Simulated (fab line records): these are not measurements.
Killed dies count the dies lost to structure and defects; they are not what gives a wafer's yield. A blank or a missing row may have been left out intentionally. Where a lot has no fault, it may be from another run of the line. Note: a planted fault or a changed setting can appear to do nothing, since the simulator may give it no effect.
Which tool did it?	flow gf180mcu	24 lots with 72 wafers sampled at 5 steps, on a route of 602 steps

WHAT THE GAUGES SHOWED, per wafer
GF_POLY_GATE_CD_MEAS_18. Usual: cd nm reads 279.9 nm (standard deviation 1.6).
lot	measured	on	cd nm (nm)	flag
L074	day 9 10:30	cd sem-01	280.5 280.8 278.8	
L075	day 9 10:32	cd sem-02	280.1 280.3 279.3	
L076	day 9 18:26	cd sem-02	277.7 278.9 277.7	
L077	day 10 05:50	cd sem-01	278.2 279.2 280.4	
L078	day 10 09:57	cd sem-01	281.0 280.8 281.1	
L079	day 10 14:04	cd sem-01	282.2 282.3 282.0	
L080	day 11 01:17	cd sem-01	280.1 280.5 281.0	
L081	day 11 05:08	cd sem-01	278.9 279.8 279.4	
L082	day 11 12:14	cd sem-02	278.9 277.5 276.7	
L083	day 11 18:08	cd sem-02	278.1 279.4 278.1	
L084	day 12 02:18	cd sem-02	279.5 278.3 277.9	
L085	day 12 11:59	cd sem-01	279.7 280.2 281.1	
L086	day 12 14:31	cd sem-01	281.4 280.3 280.7	
L087	day 13 09:49	cd sem-02	280.3 279.3 281.5	
L088	day 13 15:03	cd sem-02	281.4 283.3 280.2	
L089	day 13 22:57	cd sem-02	280.1 278.0 280.5	
L090	day 14 04:31	cd sem-01	281.7 280.4 280.3	
L091	day 14 08:19	cd sem-01	280.8 280.0 282.0	
L092	day 14 17:31	cd sem-02	281.3 280.6 281.8	
L093	day 15 02:58	cd sem-01	280.1 281.3 279.6	
L094	day 15 05:19	cd sem-01	278.2 279.5 279.2	
L095	day 15 12:14	cd sem-02	282.9 283.2 283.3	
L096	day 16 08:53	cd sem-01	279.6 279.8 279.4	
L097	day 16 11:32	cd sem-02	277.9 280.2 278.1	

GF_HV_LDD_OVL_MEAS_20. Usual: for HV_LDD_01_OVL the level is -0.7 nm and the standard deviation is 1.5.
lot	measured	on	HV_LDD_01_OVL (nm)	flag
L074	day 10 22:03	overlay-02	0.5 0.6 0.5	
L075	day 10 22:21	overlay-02	1.1 -1.8 -0.8	
L076	day 11 06:18	overlay-02	-1.0 1.6 0.3	
L077	day 11 18:54	overlay-01	-0.6 1.0 0.6	
L078	day 11 22:42	overlay-01	-0.8 -2.8 -1.5	
L079	day 12 03:24	overlay-01	1.5 -1.1 1.5	
L080	day 12 16:00	overlay-01	-0.8 -2.3 1.5	
L081	day 12 18:51	overlay-01	-0.6 -1.4 -0.6	
L082	day 13 02:15	overlay-02	-1.4 -2.0 -0.7	
L083	day 13 09:24	overlay-01	-1.8 -2.2 -1.4	
L084	day 13 17:23	overlay-02	-2.8 -1.6 -3.5	
L085	day 14 03:44	overlay-01	-1.2 0.1 -0.9	
L086	day 14 06:37	overlay-02	-1.6 -0.9 -1.1	
L087	day 15 02:27	overlay-01	0.3 0.9 1.2	
L088	day 15 08:13	overlay-02	0.5 -1.2 1.6	
L089	day 15 16:48	overlay-01	3.2 1.4 0.1	
L090	day 15 23:20	overlay-02	-1.8 -1.4 -0.5	
L091	day 16 04:01	overlay-01	-3.1 -1.8 -1.4	
L092	day 16 13:54	overlay-02	-2.9 -3.4 -1.8	
L093	day 17 00:25	overlay-02	-3.4 0.0 -1.6	
L094	day 17 02:03	overlay-01	-2.5 -2.2 -1.8	
L095	day 17 08:52	overlay-01	-0.5 -1.4 -0.5	
L096	day 18 05:35	overlay-02	-1.2 1.1 0.3	
L097	day 18 09:18	overlay-02	-0.2 0.5 -1.9	

GF_NSD_OVL_MEAS_08. Usual: for NSD_OVL the level is -0.2 nm and the standard deviation is 1.4.
lot	measured	on	NSD_OVL (nm)	flag
L074	day 13 12:15	overlay-01	0.2 -2.3 -0.9	
L075	day 13 12:49	overlay-01	1.0 0.5 0.4	
L076	day 13 21:09	overlay-02	-2.7 -3.5 -1.7	
L077	day 14 10:18	overlay-02	1.3 2.2 2.9	
L078	day 14 13:27	overlay-02	-0.2 0.8 1.1	
L079	day 14 20:34	overlay-02	-2.4 -1.8 -0.7	
L080	day 15 09:48	overlay-02	-1.2 -0.2 -0.7	
L081	day 15 12:20	overlay-02	-0.4 -1.7 -1.2	
L082	day 15 21:11	overlay-02	0.9 0.3 -0.3	
L083	day 16 03:09	overlay-01	-1.4 -0.7 -2.1	
L084	day 16 13:53	overlay-01	2.4 2.6 -0.7	
L085	day 17 00:41	overlay-01	-1.1 -1.3 1.5	
L086	day 17 03:01	overlay-02	2.2 2.5 0.6	
L087	day 18 02:34	overlay-01	0.0 -1.8 -2.7	
L088	day 18 06:37	overlay-01	-1.1 -1.8 -2.0	
L089	day 18 16:39	overlay-02	-1.3 0.8 0.9	
L090	day 19 00:07	overlay-01	0.1 1.5 0.5	
L091	day 19 04:25	overlay-01	1.6 0.1 -0.2	
L092	day 19 14:50	overlay-02	0.3 -0.1 -0.2	
L093	day 20 06:09	overlay-01	-0.8 0.5 1.0	
L094	day 20 06:28	overlay-01	0.1 -0.5 -0.3	
L095	day 20 11:30	overlay-02	0.5 1.3 -0.3	
L096	day 21 10:03	overlay-02	0.6 1.1 2.3	
L097	day 21 14:03	overlay-02	0.5 1.1 1.9	

GF_V4_THK_MEAS_01. Usual: for V4_CVD_00_THK the level is 599 nm and the standard deviation is 6.
lot	measured	on	V4_CVD_00_THK (nm)	flag
L074	day 23 11:26	film metro-01	595 594 590	
L075	day 23 13:04	film metro-02	587 595 589	
L076	day 23 22:04	film metro-04	596 593 593	
L077	day 24 15:02	film metro-04	595 596 595	
L078	day 24 15:18	film metro-04	603 606 601	
L079	day 24 23:04	film metro-02	607 598 605	
L080	day 25 12:49	film metro-04	592 594 597	
L081	day 25 15:26	film metro-04	607 600 609	
L082	day 25 22:47	film metro-02	594 603 596	
L083	day 26 06:24	film metro-02	602 608 605	
L084	day 26 16:01	film metro-01	609 610 607	
L085	day 27 02:03	film metro-02	591 594 603	
L086	day 27 05:13	film metro-04	594 603 598	
L087	day 28 00:13	film metro-02	591 591 589	
L088	day 28 04:46	film metro-01	601 601 608	
L089	day 28 09:58	film metro-01	607 600 608	
L090	day 28 19:01	film metro-04	601 601 602	
L091	day 28 22:50	film metro-04	593 586 589	
L092	day 29 06:51	film metro-01	595 586 597	
L093	day 29 17:26	film metro-04	601 603 600	
L094	day 29 18:32	film metro-01	599 600 607	
L095	day 29 23:46	film metro-02	602 614 599	
L096	day 30 16:12	film metro-02	598 596 601	
L097	day 30 19:20	film metro-04	608 601 603	

TOOL THAT RAN EACH LOT (tool first, then ch and the chambers of the sampled wafers, then the start)
lot	GF_M2_SPUTTER_03
L074	pvd sputter-01, day 18 05:18
L075	pvd sputter-03, day 18 06:31
L076	pvd sputter-04, day 18 17:22
L077	pvd sputter-03, day 19 11:02
L078	pvd sputter-01, day 19 12:23
L079	pvd sputter-04, day 19 21:14
L080	pvd sputter-01, day 20 11:50
L081	pvd sputter-01, day 20 15:05
L082	pvd sputter-03, day 21 00:57
L083	pvd sputter-01, day 21 07:32
L084	pvd sputter-01, day 21 19:20
L085	pvd sputter-04, day 22 06:18
L086	pvd sputter-01, day 22 09:53
L087	pvd sputter-04, day 23 07:23
L088	pvd sputter-03, day 23 11:56
L089	pvd sputter-01, day 23 18:55
L090	pvd sputter-04, day 24 04:29
L091	pvd sputter-04, day 24 08:41
L092	pvd sputter-03, day 24 17:32
L093	pvd sputter-01, day 25 06:48
L094	pvd sputter-03, day 25 07:20
L095	pvd sputter-03, day 25 12:54
L096	pvd sputter-03, day 26 07:54
L097	pvd sputter-04, day 26 11:47
- GF_M2_SPUTTER_03: material Ti, target thk 10 nm, time 6.7 s.

WHAT THE TOOLS THEMSELVES READ (means of the sampled wafers that have a number; where no wafer has one, the mark that the record gives instead)
GF_M2_SPUTTER_03. Usual: throttle valve pct reads 29.5 % (standard deviation 0.85).
lot	tool	throttle valve pct (%)	flag
L074	pvd sputter-01	30.6	
L075	pvd sputter-03	29.1	
L076	pvd sputter-04	29.6	
L077	pvd sputter-03	29.1	
L078	pvd sputter-01	29.8	
L079	pvd sputter-04	28.8	
L080	pvd sputter-01	29.8	
L081	pvd sputter-01	30.0	
L082	pvd sputter-03	29.0	
L083	pvd sputter-01	30.1	
L084	pvd sputter-01	30.5	
L085	pvd sputter-04	28.8	
L086	pvd sputter-01	30.1	
L087	pvd sputter-04	29.2	
L088	pvd sputter-03	29.1	
L089	pvd sputter-01	29.2	
L090	pvd sputter-04	29.4	
L091	pvd sputter-04	29.6	
L092	pvd sputter-03	29.1	
L093	pvd sputter-01	30.6	
L094	pvd sputter-03	29.2	
L095	pvd sputter-03	28.9	
L096	pvd sputter-03	28.9	
L097	pvd sputter-04	30.0	

THE ANSWER, worked out from the rows above alone
Rule: a lot counts as off when the mean over its wafers that have a number is more than 3 standard deviations away from the usual mean. Also off: a lot with no number at a reading for which 4 or more lots have one. Any other lot the step has rows for is counted as sound. After the gauges, taken in route order, come the tools' own readings; for these a lot's mean is taken, as printed above. The first step at which some lot is off is used, and at that step the reading that is off furthest; a lot without a number counts as furthest.
Across all readings shown, no lot is off: no conclusion can be drawn from this.

WHAT THE SIMULATOR HAD PUT IN
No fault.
